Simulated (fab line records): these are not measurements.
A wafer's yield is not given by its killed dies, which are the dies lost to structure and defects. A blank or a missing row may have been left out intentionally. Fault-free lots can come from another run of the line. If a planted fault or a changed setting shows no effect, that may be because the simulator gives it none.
A lot that was struck, set against a sound lot / flow gf180mcu / 19 steps out of a route of 602
Sound: these wafers, L358.2, L358.4, L358.5. The struck wafers were L367.2, L367.3, L367.6. The cause is named last.
For every step that has rows: the tool of each side, followed by ch and its chambers, followed by its first start. Under that, the readings that differ: sound wafers / struck wafers / difference of the means / sigmas: that difference in standard deviations of wafers without a fault.
alike: same words and numbers on both sides, and readings whose means sit less than 2 such deviations apart. not compared: any withheld reading, any reading some wafer has no value for, any bound like >300 that may hide the same value, and any number with overlapping values for which the record gives no deviation.
A row with sigmas, a row that says differs or no value, or rows on one side alone: a step with any of these is where the two part. Numbers that don't overlap but have no deviation are shown without sigmas and don't part them. A reading missing from all wafers of one side parts the sides only when that side holds two or more wafers.

GF_M2_STRIP_17: strips in O2/N2.
  sound on plasma_asher-04 ch 1, day 20 01:24; struck on plasma_asher-01 ch 0,1, day 22 16:01
  alike: drypump_motor_current_A, heater_power_w, oes_product_au, strip_time_to_endpoint_s
  not compared: rf_hours_counter_h
then, 3 steps without rows for these wafers: GF_M2_STRIP_18 (strips in post etch residue remover, time 1200 s); GF_M2_CLEAN_19 (cleans in DIW); GF_V2_CVD_00 (deposits SiO2, target thk 600 nm, time 100 s).
GF_V2_THK_MEAS_01:
  struck on film_metro-03, day 22 16:37; sound on film_metro-01, day 20 02:04
  alike: V2_CVD_00_THK
GF_V2_CVD_02: deposits SiO2 from TEOS, target thk 850 nm, time 94.851 s.
  sound on pecvd-01 ch 0,1,2, day 20 02:07; struck on pecvd-01 ch 1,2, day 22 16:40
  alike: heater_power_w
  not compared: since_wet_clean_h
GF_V2_THK_MEAS_03:
  struck on film_metro-03, day 22 16:45; sound on film_metro-02, day 20 02:11
  alike: V2_CVD_02_THK
GF_V2_CMP_04: polishes SiO2.
  sound on cmp-01 ch 0,2,3, day 20 02:14; struck on cmp-02 ch 1,3, day 22 17:35
  alike: motor_current_A, slurry_filter_dp_kPa, time_to_endpoint_s
GF_V2_BOW_MEAS_05:
  struck on film_metro-02, day 22 17:55; sound on film_metro-02, day 20 02:34
  alike: V2_BOW
then, 3 steps without rows for these wafers: GF_V2_DEHYDRATE_06 (time 60 s); GF_V2_HMDS_07 (prime time 60 s); GF_V2_COAT_08.
GF_V2_COAT_09: resist thk 1000 nm.
  sound on litho_track-03 ch 0, day 20 14:00; struck on litho_track-03 ch 0, day 23 05:00
reading=model.KrF_of_V2_COAT_09.thk_nm (nm); sound=996.7 996 999.8; struck=989.4 989.4 988.9; difference=-8.3; sigmas=
then, 3 steps without rows for these wafers: GF_V2_SOFTBAKE_10 (time 60 s); GF_V2_EXPOSE_11 (exposes mask Via2, target cd 260 nm); GF_V2_PEB_12 (peb time 87.81 s).
GF_V2_DEVELOP_13: develop time 60 s.
  sound on litho_track-03 ch 0, day 21 02:49; struck on litho_track-03 ch 0, day 23 16:22
reading=model.KrF_of_V2_COAT_09.thk_nm (nm); sound=981.8 981 984.8; struck=974.5 974.4 974; difference=-8.2; sigmas=
GF_V2_CD_MEAS_14: target cd 260 nm.
  struck on cd_sem-02, day 23 16:31; sound on cd_sem-01, day 21 02:58
  alike: cd_nm
-- the record jumps here: 8 days lie between the struck wafers' starts before and after (it left off in module V2 and takes up again in module PASSIVATION, whose first step shown is number 602 of the route) --
GF_PASSIVATION_PROBE_99:
  record: rows for the struck wafers here (prober-02, day 31 16:42), none for the sound ones

WHERE THEY PART
At GF_PASSIVATION_PROBE_99 and nowhere else, as far as this record goes.

WHY: what had been put in by the simulator
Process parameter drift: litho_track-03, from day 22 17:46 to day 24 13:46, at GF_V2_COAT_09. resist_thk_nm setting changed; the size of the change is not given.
